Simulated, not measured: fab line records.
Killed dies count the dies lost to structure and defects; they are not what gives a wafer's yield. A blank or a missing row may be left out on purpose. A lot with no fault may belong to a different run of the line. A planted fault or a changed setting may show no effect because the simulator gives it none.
fab line records	flow sky130
record lots=12	wafers=36	lastDay=50
route steps=708 shown POLY_GATE@228 LDD_HVN@274 LDD_HVP@286 PAD_OPEN@708
lots that met no fault: taken from a fault-free run of the same line
startH: start of the lot's first displayed wafer, in hours after the record's first day	waitH: hours from the lot's prior step to this one	" as in the row above	L1.1+2: a row that stands for several wafers	- no value, or no start was given	* or withheld: withheld	< > ~ a bound
route shown NAME@n: a module of which the file shows steps, and the number in the route of the first	usual: average and standard deviation across the fault-free wafers	same: alike in all rows	chamber/n: place in a boat	sites: the reading at each site	_std_site: their standard deviation	_edge_site: outer sites' mean less inner sites'	radiusMm: how far each site lies from the wafer's centre	mask NAME#n: copy n	behind: tool/chamber where the wafer was last shaped	hold: why the lot was held/for how many hours/how that ended	device: the n, p or np transistor that did not switch	end of line: the same wafers' tests at the end of the route	where a step has no rows: the recipe by itself	killed: dies lost to structure and defects at the first sort, not the wafer's yield	map: a wafer's dies, x killed, . not, _ none there
set.NAME: setting as actually run; set.NAME@STEP: the setting as run at that earlier step	model.NAME: the simulator's own value behind a step, which no gauge read
route steps across a sampled set of lots; one table per step, one row per wafer
services: from which hour (startH, from the record's first day; less than 0 if before it) a tool's chamber was out of use, for how many hours, and why
## steps
# step SKY_POLY_GATE_OVL_MEAS_14
# usual POLY_GATE_OVL=0/5.2
lot.wafer	tool	chamber	startH	waitH	POLY_GATE_OVL[nm]
L442.2	overlay-02	-	358.85	0.1	-5
L442.3	"	-	"	"	-2
L442.6	"	-	"	"	-5
L443.4	overlay-01	-	376.30	0.1	-7
L443.5	"	-	"	"	-2
L443.6	"	-	"	"	-5
L444.1	overlay-02	-	382.03	0.1	8
L444.2	"	-	"	"	8
L444.5	"	-	"	"	6
L446.3	overlay-02	-	405.81	0.1	-7
L446.4	"	-	"	"	-1
L446.6	"	-	"	"	-2
L447.4	overlay-01	-	416.20	0.1	4
L447.5	"	-	"	"	4
L447.6	"	-	"	"	-3
L449.3	overlay-02	-	431.11	0.1	-1
L449.5	"	-	"	"	1
L449.6	"	-	"	"	5
L455.2	overlay-02	-	487.20	0.1	0
L455.4	"	-	"	"	-1
L455.6	"	-	"	"	8
L458.2	overlay-01	-	522.89	0.1	5
L458.3	"	-	"	"	5
L458.4	"	-	"	"	11
L459.2	overlay-01	-	526.44	0.1	-2
L459.3	"	-	"	"	1
L459.5	"	-	"	"	-3
L460.2	overlay-01	-	535.64	0.1	7
L460.4	"	-	"	"	0
L460.5	"	-	"	"	5
L463.1	overlay-02	-	553.45	0.1	-2
L463.5	"	-	"	"	3
L463.6	"	-	"	"	-6
L465.1	overlay-02	-	585.28	0.1	-4
L465.4	"	-	"	"	-2
L465.5	"	-	"	"	5
# step SKY_POLY_GATE_ETCH_15
# recipe chemistry=N2/H2	target=BARC	ionEnergyEv=200	sourceW=485.1	biasW=100	pressureMtorr=30	n2FlowSccm=100	h2FlowSccm=200	stopOn=SiO2	timeS=118.5	targetDepthA=1100
# usual drypumpMotorCurrentA=5.6/0.48	oesProductAu=0.716/0.0046	rfFwdPowerW=482.5/1.7	throttleValvePct=13.212/0.009
lot.wafer	tool	chamber	startH	waitH	drypumpMotorCurrentA	oesProductAu	rfFwdPowerW	rfHoursCounterH	throttleValvePct
L442.2	rieDiel-01	0	358.88	0.0	5.4	0.707	483.3	56	13.227
L442.3	"	3	"	"	6.0	0.720	483.9	2	13.207
L442.6	"	3	"	"	6.0	0.716	485.7	-	13.217
L443.4	rieDiel-01	1	376.32	0.0	6.4	0.711	480.4	94	13.216
L443.5	"	3	"	"	6.0	0.714	484.3	-	13.214
L443.6	"	2	"	"	6.4	0.716	480.1	-	13.206
L444.1	rieDiel-03	3	382.07	0.0	5.2	0.713	484.1	86	13.226
L444.2	"	0	"	"	5.6	0.715	482.2	3	13.210
L444.5	"	0	"	"	5.6	0.714	483.8	-	13.193
L446.3	rieDiel-04	0	405.83	0.0	5.7	0.715	479.3	96	13.225
L446.4	"	3	"	"	4.8	0.717	482.0	22	13.217
L446.6	"	2	"	"	5.6	0.718	478.6	-	13.214
L447.4	rieDiel-04	2	416.22	0.0	5.6	0.726	480.6	3	13.219
L447.5	"	1	"	"	5.7	0.722	482.2	-	13.224
L447.6	"	0	"	"	5.7	0.722	484.7	-	13.211
L449.3	rieDiel-01	0	431.13	0.0	5.4	0.715	484.0	57	13.210
L449.5	"	2	"	"	6.4	0.716	483.2	-	13.223
L449.6	"	1	"	"	6.4	0.716	479.2	-	13.211
L455.2	rieDiel-01	0	487.23	0.0	5.4	0.714	481.8	58	13.202
L455.4	"	2	"	"	6.4	0.714	483.5	-	13.200
L455.6	"	3	"	"	6.0	0.719	482.6	-	13.203
L458.2	rieDiel-04	3	522.92	0.0	4.7	0.714	481.3	24	13.218
L458.3	"	0	"	"	5.7	0.716	482.7	0	13.215
L458.4	"	3	"	"	4.7	0.707	481.1	-	13.213
L459.2	rieDiel-01	1	526.47	0.0	6.5	0.718	482.6	0	13.219
L459.3	"	0	"	"	5.4	0.721	483.1	59	13.201
L459.5	"	3	"	"	6.0	0.718	488.1	-	13.196
L460.2	rieDiel-04	1	535.67	0.0	5.8	0.707	482.6	3	13.220
L460.4	"	3	"	"	4.7	0.715	484.3	25	13.223
L460.5	"	1	"	"	5.8	0.721	479.6	-	13.205
L463.1	rieDiel-01	2	553.48	0.0	6.4	0.714	482.0	17	13.219
L463.5	"	3	"	"	6.0	0.720	480.6	-	13.200
L463.6	"	0	"	"	5.4	0.717	483.8	-	13.209
L465.1	rieDiel-04	3	585.32	0.0	4.7	0.723	482.7	25	13.224
L465.4	"	2	"	"	5.6	0.722	482.0	6	13.218
L465.5	"	1	"	"	5.7	0.730	484.4	-	13.205
# step SKY_LDD_HVN_OVL_MEAS_07
# usual LDD_HVN_OVL=0.3/1.6
lot.wafer	tool	chamber	startH	waitH	LDD_HVN_OVL[nm]
L442.2	overlay-01	-	451.48	0.1	-0.1
L442.3	"	-	"	"	1.1
L442.6	"	-	"	"	2.1
L443.4	overlay-02	-	473.10	0.1	-1.3
L443.5	"	-	"	"	-0.2
L443.6	"	-	"	"	-1.3
L444.1	overlay-01	-	476.68	0.1	1.1
L444.2	"	-	"	"	0.3
L444.5	"	-	"	"	0.3
L446.3	overlay-01	-	504.64	0.1	-0.2
L446.4	"	-	"	"	1.5
L446.6	"	-	"	"	0.9
L447.4	overlay-01	-	513.80	0.1	-0.7
L447.5	"	-	"	"	-1.0
L447.6	"	-	"	"	0.8
L449.3	overlay-02	-	527.88	0.1	4.1
L449.5	"	-	"	"	4.9
L449.6	"	-	"	"	3.9
L455.2	overlay-01	-	582.24	0.1	-1.2
L455.4	"	-	"	"	0.5
L455.6	"	-	"	"	-0.1
L458.2	overlay-01	-	614.34	0.1	0.5
L458.3	"	-	"	"	0.8
L458.4	"	-	"	"	0.4
L459.2	overlay-01	-	619.68	0.1	-0.4
L459.3	"	-	"	"	1.6
L459.5	"	-	"	"	1.2
L460.2	overlay-02	-	627.54	0.1	2.9
L460.4	"	-	"	"	2.7
L460.5	"	-	"	"	0.8
L463.1	overlay-02	-	644.46	0.1	1.4
L463.5	"	-	"	"	-0.4
L463.6	"	-	"	"	1.8
L465.1	overlay-02	-	674.48	0.1	0.0
L465.4	"	-	"	"	3.3
L465.5	"	-	"	"	2.0
# step SKY_LDD_HVP_IMPLANT_08
# recipe species=B	energyKev=20	doseCm2=1.7e+13	tiltDeg=17.9
# usual beamEnergyKeV=20.000/0.007	tiltDeg=17.896/0.019
lot.wafer	tool	chamber	startH	waitH	beamEnergyKeV	tiltDeg
L442.2	implanter-03	0	483.17	0.0	20.003	17.914
L442.3	"	0	"	"	19.991	17.899
L442.6	"	0	"	"	20.000	17.909
L443.4	implanter-03	0	503.63	0.1	19.999	17.872
L443.5	"	0	"	"	19.997	17.890
L443.6	"	0	"	"	19.997	17.875
L444.1	implanter-04	0	507.31	0.0	20.011	17.914
L444.2	"	0	"	"	20.000	17.879
L444.5	"	0	"	"	20.001	17.881
L446.3	implanter-03	0	535.90	0.1	20.000	0.024
L446.4	"	0	"	"	19.999	-0.016
L446.6	"	0	"	"	19.990	0.020
L447.4	implanter-03	0	544.84	0.1	20.005	-0.021
L447.5	"	0	"	"	20.003	-0.019
L447.6	"	0	"	"	20.006	-0.003
L449.3	implanter-04	0	559.45	0.1	20.002	17.897
L449.5	"	0	"	"	19.995	17.886
L449.6	"	0	"	"	20.000	17.888
L455.2	implanter-02	0	611.52	0.0	19.995	17.882
L455.4	"	0	"	"	19.993	17.863
L455.6	"	0	"	"	19.999	17.904
L458.2	implanter-04	0	644.47	0.0	20.015	17.892
L458.3	"	0	"	"	20.018	17.895
L458.4	"	0	"	"	20.006	17.924
L459.2	implanter-03	0	648.94	0.0	20.007	17.913
L459.3	"	0	"	"	20.004	17.910
L459.5	"	0	"	"	20.001	17.895
L460.2	implanter-03	0	656.28	0.0	20.004	17.886
L460.4	"	0	"	"	20.011	17.915
L460.5	"	0	"	"	20.001	17.898
L463.1	implanter-03	0	673.46	0.0	19.995	17.930
L463.5	"	0	"	"	19.997	17.892
L463.6	"	0	"	"	19.997	17.880
L465.1	implanter-04	0	702.60	0.0	19.993	17.906
L465.4	"	0	"	"	19.998	17.909
L465.5	"	0	"	"	19.994	17.918
# step SKY_LDD_HVP_TW_MEAS_10
# usual LDD_HVP_TW=460/5.1
lot.wafer	tool	chamber	startH	waitH	LDD_HVP_TW
L442.2	filmMetro-01	-	483.41	0.1	461
L442.3	"	-	"	"	460
L442.6	"	-	"	"	461
L443.4	filmMetro-01	-	503.83	0.1	460
L443.5	"	-	"	"	463
L443.6	"	-	"	"	461
L444.1	filmMetro-03	-	507.56	0.1	461
L444.2	"	-	"	"	463
L444.5	"	-	"	"	463
L446.3	filmMetro-03	-	536.12	0.1	416
L446.4	"	-	"	"	417
L446.6	"	-	"	"	415
L447.4	filmMetro-03	-	545.05	0.1	417
L447.5	"	-	"	"	416
L447.6	"	-	"	"	419
L449.3	filmMetro-02	-	559.67	0.1	451
L449.5	"	-	"	"	454
L449.6	"	-	"	"	456
L455.2	filmMetro-02	-	611.76	0.1	454
L455.4	"	-	"	"	454
L455.6	"	-	"	"	455
L458.2	filmMetro-02	-	644.71	0.1	459
L458.3	"	-	"	"	456
L458.4	"	-	"	"	459
L459.2	filmMetro-01	-	649.17	0.1	459
L459.3	"	-	"	"	461
L459.5	"	-	"	"	460
L460.2	filmMetro-02	-	656.51	0.1	453
L460.4	"	-	"	"	457
L460.5	"	-	"	"	451
L463.1	filmMetro-03	-	673.71	0.1	467
L463.5	"	-	"	"	466
L463.6	"	-	"	"	464
L465.1	filmMetro-03	-	702.85	0.1	467
L465.4	"	-	"	"	465
L465.5	"	-	"	"	464
# step SKY_PAD_OPEN_PROBE_99
# usual killed_at_M0_to_M3=45/6.9	killed_at_M4_up=3.2/1.8	killedAtContacts=25/5.3	killedAtFrontEnd=16/4.3	killedAtOther=0.2/0.52	killedDies=88/8.7	killedOpen=48/6.5	killedShort=40/6
# same grossDies=492	killedAtBackSide=0
lot.wafer	tool	chamber	startH	waitH	killed_at_M0_to_M3	killed_at_M4_up	killedAtContacts	killedAtFrontEnd	killedAtOther	killedDies	killedOpen	killedShort
L442.2	prober-01	-	1068.93	0.1	33	3	24	12	1	73	37	36
L442.3	prober-01	-	1068.98	0.2	54	2	28	14	0	98	52	46
L442.6	prober-01	-	1069.13	0.2	40	7	24	17	0	88	42	46
L443.4	prober-02	-	1083.43	0.2	41	5	31	21	1	99	54	43
L443.5	prober-02	-	1083.48	0.2	43	2	27	12	0	84	44	39
L443.6	prober-02	-	1083.53	0.2	43	1	21	14	0	79	43	35
L444.1	prober-01	-	1083.83	0.1	57	3	25	20	1	106	51	54
L444.2	prober-01	-	1083.88	0.1	52	1	15	14	0	82	42	39
L444.5	prober-01	-	1084.03	0.2	40	3	15	13	0	71	35	34
L446.3	prober-01	-	1111.43	0.2	45	2	25	12	0	84	53	31
L446.4	prober-01	-	1111.48	0.2	42	4	20	12	0	78	37	41
L446.6	prober-01	-	1111.58	0.2	52	3	20	15	0	90	35	52
L447.4	prober-02	-	1113.33	0.2	39	4	23	21	0	87	48	39
L447.5	prober-02	-	1113.38	0.2	37	3	33	13	0	86	49	37
L447.6	prober-02	-	1113.43	0.2	45	4	32	13	0	94	51	43
L449.3	prober-02	-	1117.99	0.2	53	7	25	11	0	96	50	43
L449.5	prober-02	-	1118.09	0.2	47	7	21	13	0	88	42	45
L449.6	prober-02	-	1118.14	0.2	53	4	20	15	0	92	36	55
L455.2	prober-02	-	1158.15	0.1	47	4	17	22	0	90	48	42
L455.4	prober-02	-	1158.25	0.2	49	1	25	12	0	87	49	38
L455.6	prober-02	-	1158.35	0.2	37	2	24	15	0	78	44	33
L458.2	prober-01	-	1176.59	0.1	40	5	35	15	0	95	52	43
L458.3	prober-01	-	1176.64	0.2	46	4	25	21	0	96	57	39
L458.4	prober-01	-	1176.69	0.2	55	2	17	17	0	91	50	41
L459.2	prober-02	-	1179.88	0.1	54	2	30	12	0	98	53	45
L459.3	prober-02	-	1179.93	0.2	35	1	29	16	1	82	40	42
L459.5	prober-02	-	1180.03	0.2	48	3	26	14	0	91	57	34
L460.2	prober-01	-	1181.39	0.1	52	5	16	9	0	82	34	47
L460.4	prober-01	-	1181.49	0.2	48	2	27	14	1	92	44	47
L460.5	prober-01	-	1181.54	0.2	40	5	21	17	1	84	46	38
L463.1	prober-02	-	1187.01	0.1	29	4	24	12	0	69	45	24
L463.5	prober-02	-	1187.21	0.2	44	2	23	12	0	81	46	35
L463.6	prober-02	-	1187.26	0.2	42	3	26	16	0	87	48	39
L465.1	prober-01	-	1207.96	0.1	44	2	24	17	0	87	51	36
L465.4	prober-01	-	1208.11	0.2	38	2	22	15	1	78	45	33
L465.5	prober-01	-	1208.16	0.2	47	5	21	24	0	97	60	36
# killed by level:class
L442.2 CONTACT:geometricParticle:open=9 VIA2:geometricParticle:open=8 VIA1:geometricParticle:short=6 VIA1:geometricParticle:open=6 LI_CONTACT:geometricParticle:open=5 POLY_GATE:geometricParticle:short=4 CONTACT:geometricParticle:short=4 VIA3:geometricParticle:open=4
L442.3 VIA1:geometricParticle:open=14 VIA2:geometricParticle:open=12 LOCAL_INTERCONNECT:geometricParticle:short=6 VIA2:geometricParticle:short=6 CONTACT:geometricParticle:short=5 CONTACT:geometricParticle:open=5 METAL1:geometricParticle:short=5 VIA1:geometricParticle:short=5
L442.6 CONTACT:geometricParticle:open=8 VIA1:geometricParticle:short=7 LI_CONTACT:geometricParticle:open=6 VIA2:geometricParticle:short=6 VIA2:geometricParticle:open=6 VIA3:geometricParticle:open=5 POLY_GATE:geometricParticle:short=5 POLY_GATE:geometricParticle:open=5
L443.4 VIA1:geometricParticle:open=10 VIA3:geometricParticle:open=10 CONTACT:geometricParticle:open=9 LI_CONTACT:geometricParticle:open=8 LI_CONTACT:geometricParticle:short=8 POLY_GATE:geometricParticle:open=7 POLY_GATE:geometricParticle:short=5 CONTACT:geometricParticle:short=4
L443.5 VIA1:geometricParticle:open=10 CONTACT:geometricParticle:open=8 VIA2:geometricParticle:open=6 LI_CONTACT:geometricParticle:open=6 LOCAL_INTERCONNECT:geometricParticle:short=5 VIA1:geometricParticle:short=5 VIA2:geometricParticle:short=5 CONTACT:geometricParticle:short=4
L443.6 VIA1:geometricParticle:open=11 CONTACT:geometricParticle:short=9 VIA3:geometricParticle:open=9 VIA1:geometricParticle:short=8 CONTACT:geometricParticle:open=5 LI_CONTACT:geometricParticle:open=4 METAL2:geometricParticle:short=4 FIELD_ISO:geometricParticle:open=3
L444.1 VIA1:geometricParticle:open=14 CONTACT:geometricParticle:open=10 POLY_GATE:geometricParticle:short=8 VIA1:geometricParticle:short=7 METAL3:geometricParticle:short=7 VIA2:geometricParticle:open=6 LI_CONTACT:geometricParticle:open=6 METAL1:geometricParticle:short=6
L444.2 VIA1:geometricParticle:open=15 VIA2:geometricParticle:open=8 VIA3:geometricParticle:short=7 POLY_GATE:geometricParticle:short=5 LOCAL_INTERCONNECT:geometricParticle:short=5 VIA1:geometricParticle:short=5 VIA2:geometricParticle:short=5 LI_CONTACT:geometricParticle:open=4
L444.5 VIA1:geometricParticle:open=10 METAL2:geometricParticle:short=8 VIA1:geometricParticle:short=6 CONTACT:geometricParticle:open=6 LI_CONTACT:geometricParticle:open=5 VIA2:geometricParticle:open=4 METAL1:geometricParticle:short=3 METAL4:geometricParticle:short=3
L446.3 CONTACT:geometricParticle:open=13 VIA1:geometricParticle:open=9 LI_CONTACT:geometricParticle:open=8 VIA3:geometricParticle:open=7 FIELD_ISO:geometricParticle:short=6 VIA2:geometricParticle:open=6 METAL2:geometricParticle:short=5 METAL1:geometricParticle:short=4
L446.4 CONTACT:geometricParticle:open=8 VIA1:geometricParticle:open=7 VIA2:geometricParticle:open=6 CONTACT:geometricParticle:short=5 VIA2:geometricParticle:short=5 METAL1:geometricParticle:short=4 METAL2:geometricParticle:short=4 METAL3:geometricParticle:short=4
L446.6 VIA2:geometricParticle:open=10 METAL1:geometricParticle:short=10 VIA1:geometricParticle:open=8 LOCAL_INTERCONNECT:geometricParticle:short=6 METAL3:geometricParticle:short=6 LI_CONTACT:geometricParticle:short=5 VIA1:geometricParticle:short=5 METAL2:geometricParticle:short=5
L447.4 CONTACT:geometricParticle:open=13 VIA1:geometricParticle:open=11 VIA1:geometricParticle:short=10 VIA2:geometricParticle:open=6 FIELD_ISO:geometricParticle:open=5 FIELD_ISO:geometricParticle:short=5 POLY_GATE:geometricParticle:short=5 VIA3:geometricParticle:open=5
L447.5 CONTACT:geometricParticle:open=12 VIA1:geometricParticle:open=11 LI_CONTACT:geometricParticle:open=7 CONTACT:geometricParticle:short=6 METAL2:geometricParticle:short=6 VIA2:geometricParticle:open=6 LOCAL_INTERCONNECT:geometricParticle:short=5 VIA1:geometricParticle:short=5
L447.6 VIA1:geometricParticle:open=12 CONTACT:geometricParticle:open=10 LI_CONTACT:geometricParticle:open=8 METAL1:geometricParticle:short=7 VIA3:geometricParticle:open=6 LI_CONTACT:geometricParticle:short=6 POLY_GATE:geometricParticle:short=5 CONTACT:geometricParticle:short=4
L449.3 VIA1:geometricParticle:open=13 VIA2:geometricParticle:open=8 LI_CONTACT:geometricParticle:open=6 CONTACT:geometricParticle:short=6 METAL4:geometricParticle:short=6 METAL1:geometricParticle:short=5 METAL2:geometricParticle:short=5 VIA3:geometricParticle:open=5
L449.5 CONTACT:geometricParticle:open=8 VIA3:geometricParticle:open=7 METAL1:geometricParticle:short=6 VIA1:geometricParticle:open=6 METAL2:geometricParticle:short=6 VIA2:geometricParticle:open=6 VIA1:geometricParticle:short=5 METAL4:geometricParticle:short=5
L449.6 METAL2:geometricParticle:short=13 POLY_GATE:geometricParticle:short=8 VIA1:geometricParticle:open=8 VIA2:geometricParticle:open=7 VIA3:geometricParticle:open=6 LI_CONTACT:geometricParticle:short=5 POLY_GATE:geometricParticle:open=4 METAL1:geometricParticle:short=4
L455.2 FIELD_ISO:geometricParticle:open=10 VIA1:geometricParticle:open=9 LOCAL_INTERCONNECT:geometricParticle:short=6 VIA1:geometricParticle:short=6 METAL2:geometricParticle:short=6 VIA2:geometricParticle:open=6 POLY_GATE:geometricParticle:short=5 LI_CONTACT:geometricParticle:open=5
L455.4 VIA2:geometricParticle:open=11 CONTACT:geometricParticle:open=10 VIA1:geometricParticle:open=9 METAL1:geometricParticle:short=8 LI_CONTACT:geometricParticle:open=6 VIA1:geometricParticle:short=5 POLY_GATE:geometricParticle:short=4 LOCAL_INTERCONNECT:geometricParticle:short=4
L455.6 LI_CONTACT:geometricParticle:open=8 VIA3:geometricParticle:open=8 CONTACT:geometricParticle:open=7 VIA1:geometricParticle:open=7 CONTACT:geometricParticle:short=6 VIA1:geometricParticle:short=5 POLY_GATE:geometricParticle:open=4 METAL1:geometricParticle:short=4
L458.2 CONTACT:geometricParticle:open=14 LI_CONTACT:geometricParticle:open=7 CONTACT:geometricParticle:short=7 VIA1:geometricParticle:open=7 VIA2:geometricParticle:open=5 VIA3:geometricParticle:open=5 FIELD_ISO:geometricParticle:open=4 VIA1:geometricParticle:short=4
L458.3 VIA1:geometricParticle:open=12 VIA1:geometricParticle:short=10 LI_CONTACT:geometricParticle:open=8 CONTACT:geometricParticle:open=8 VIA3:geometricParticle:open=7 METAL2:geometricParticle:short=6 POLY_GATE:geometricParticle:open=5 POLY_GATE:geometricParticle:short=5
L458.4 VIA1:geometricParticle:open=14 METAL1:geometricParticle:short=8 CONTACT:geometricParticle:open=7 VIA2:geometricParticle:open=7 POLY_GATE:geometricParticle:short=6 VIA1:geometricParticle:short=6 METAL3:geometricParticle:short=5 METAL2:geometricParticle:short=5
L459.2 VIA1:geometricParticle:open=13 VIA2:geometricParticle:open=10 CONTACT:geometricParticle:open=10 METAL2:geometricParticle:short=8 CONTACT:geometricParticle:short=7 POLY_GATE:geometricParticle:short=6 LI_CONTACT:geometricParticle:open=6 LOCAL_INTERCONNECT:geometricParticle:short=5
L459.3 CONTACT:geometricParticle:open=11 METAL2:geometricParticle:short=8 LI_CONTACT:geometricParticle:short=7 VIA1:geometricParticle:open=7 FIELD_ISO:geometricParticle:short=6 LI_CONTACT:geometricParticle:open=5 FIELD_ISO:geometricParticle:open=3 POLY_GATE:geometricParticle:open=3
L459.5 CONTACT:geometricParticle:open=13 VIA3:geometricParticle:open=10 LI_CONTACT:geometricParticle:open=8 VIA1:geometricParticle:open=8 VIA2:geometricParticle:open=8 METAL1:geometricParticle:short=6 METAL2:geometricParticle:short=5 POLY_GATE:geometricParticle:short=4
L460.2 METAL2:geometricParticle:short=11 VIA1:geometricParticle:open=8 CONTACT:geometricParticle:short=5 LI_CONTACT:geometricParticle:open=5 VIA3:geometricParticle:open=5 VIA1:geometricParticle:short=5 VIA2:geometricParticle:open=5 METAL1:geometricParticle:short=4
L460.4 VIA1:geometricParticle:open=12 CONTACT:geometricParticle:open=11 CONTACT:geometricParticle:short=6 VIA3:geometricParticle:open=6 METAL1:geometricParticle:short=6 METAL3:geometricParticle:short=6 FIELD_ISO:geometricParticle:short=4 POLY_GATE:geometricParticle:short=4
L460.5 VIA1:geometricParticle:open=9 VIA3:geometricParticle:open=6 CONTACT:geometricParticle:open=6 LI_CONTACT:geometricParticle:open=5 METAL2:geometricParticle:short=5 FIELD_ISO:geometricParticle:open=4 FIELD_ISO:geometricParticle:short=4 METAL4:geometricParticle:short=4
L463.1 CONTACT:geometricParticle:open=12 VIA1:geometricParticle:open=8 LI_CONTACT:geometricParticle:open=5 VIA3:geometricParticle:open=5 FIELD_ISO:geometricParticle:open=4 CONTACT:geometricParticle:short=4 METAL1:geometricParticle:short=3 POLY_GATE:geometricParticle:open=3
L463.5 VIA1:geometricParticle:open=14 METAL1:geometricParticle:short=6 LI_CONTACT:geometricParticle:open=6 LOCAL_INTERCONNECT:geometricParticle:short=6 CONTACT:geometricParticle:open=6 VIA3:geometricParticle:open=6 VIA1:geometricParticle:short=5 METAL2:geometricParticle:short=5
L463.6 CONTACT:geometricParticle:open=10 VIA3:geometricParticle:open=10 VIA2:geometricParticle:open=7 LI_CONTACT:geometricParticle:open=7 POLY_GATE:geometricParticle:short=5 VIA1:geometricParticle:open=5 METAL2:geometricParticle:short=5 FIELD_ISO:geometricParticle:short=4
L465.1 VIA1:geometricParticle:open=11 FIELD_ISO:geometricParticle:open=7 VIA2:geometricParticle:open=7 LOCAL_INTERCONNECT:geometricParticle:short=7 LI_CONTACT:geometricParticle:open=6 METAL2:geometricParticle:short=6 POLY_GATE:geometricParticle:open=5 CONTACT:geometricParticle:open=5
L465.4 CONTACT:geometricParticle:open=13 VIA1:geometricParticle:open=9 VIA3:geometricParticle:open=9 METAL2:geometricParticle:short=6 POLY_GATE:geometricParticle:short=5 VIA1:geometricParticle:short=5 METAL3:geometricParticle:short=4 FIELD_ISO:geometricParticle:open=3
L465.5 VIA1:geometricParticle:open=13 VIA2:geometricParticle:open=9 CONTACT:geometricParticle:open=8 FIELD_ISO:geometricParticle:short=7 LI_CONTACT:geometricParticle:open=7 FIELD_ISO:geometricParticle:open=6 METAL1:geometricParticle:short=6 CONTACT:geometricParticle:short=5
## services
tool	chamber	startH	hours	kind
rieDiel-04	1	350.53	14.9	repair
implanter-03	-	359.37	6.2	pm
implanter-04	-	361.61	2.0	repair
rieDiel-01	-	378.72	2.8	pm
rieDiel-04	-	382.64	2.1	repair
implanter-04	-	405.07	2.3	repair
implanter-04	-	422.20	15.6	pm
implanter-03	-	424.93	0.9	repair
implanter-04	-	453.36	6.6	pm
rieDiel-04	1	468.04	5.0	repair
rieDiel-04	-	491.90	0.9	repair
rieDiel-01	-	501.73	4.3	pm
rieDiel-04	0	506.09	1.6	repair
rieDiel-04	1	515.03	8.7	repair
implanter-04	-	530.43	3.2	repair
rieDiel-01	-	547.85	1.2	repair
implanter-03	-	578.90	0.8	repair
implanter-03	-	631.47	7.0	repair
rieDiel-04	1	633.53	9.4	repair
rieDiel-01	-	664.74	1.7	repair
rieDiel-01	2	671.98	2.0	repair
rieDiel-04	-	674.79	14.6	pm
rieDiel-01	1	676.88	4.8	repair
rieDiel-04	-	689.39	2.8	pm
## key
firstSign step=SKY_LDD_HVP_IMPLANT_08	reading=tiltDeg	direction=down	sigmas=99+	usual=*	struck=*
effect step=SKY_LDD_HVP_TW_MEAS_10	reading=LDD_HVP_TW	direction=down	sigmas=8.4	usual=460	struck=417
metAt SKY_LDD_HVP_IMPLANT_08
struckLots L446,L447
testerLeftOut L446,L447
notActingAt SKY_POLY_GATE_OVL_MEAS_14,SKY_POLY_GATE_ETCH_15,SKY_LDD_HVN_OVL_MEAS_07
onsetBetween 503.63 535.90
fault kind=processParameterDrift	tool=implanter-03	chamber=-	onsetH=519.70	steps=SKY_LDD_HVP_IMPLANT_08	channel=tiltDeg	offset=*	shape=step	endH=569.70	actsIn=*	stated=*
# testerLeftOut: of these lots the tester's yield and bins aren't shown, on N5 and GAA mostly nor the transistor test; their killed dies are dies lost to structure and defects alone, not to doping, threshold or leakage, so they don't give the yield
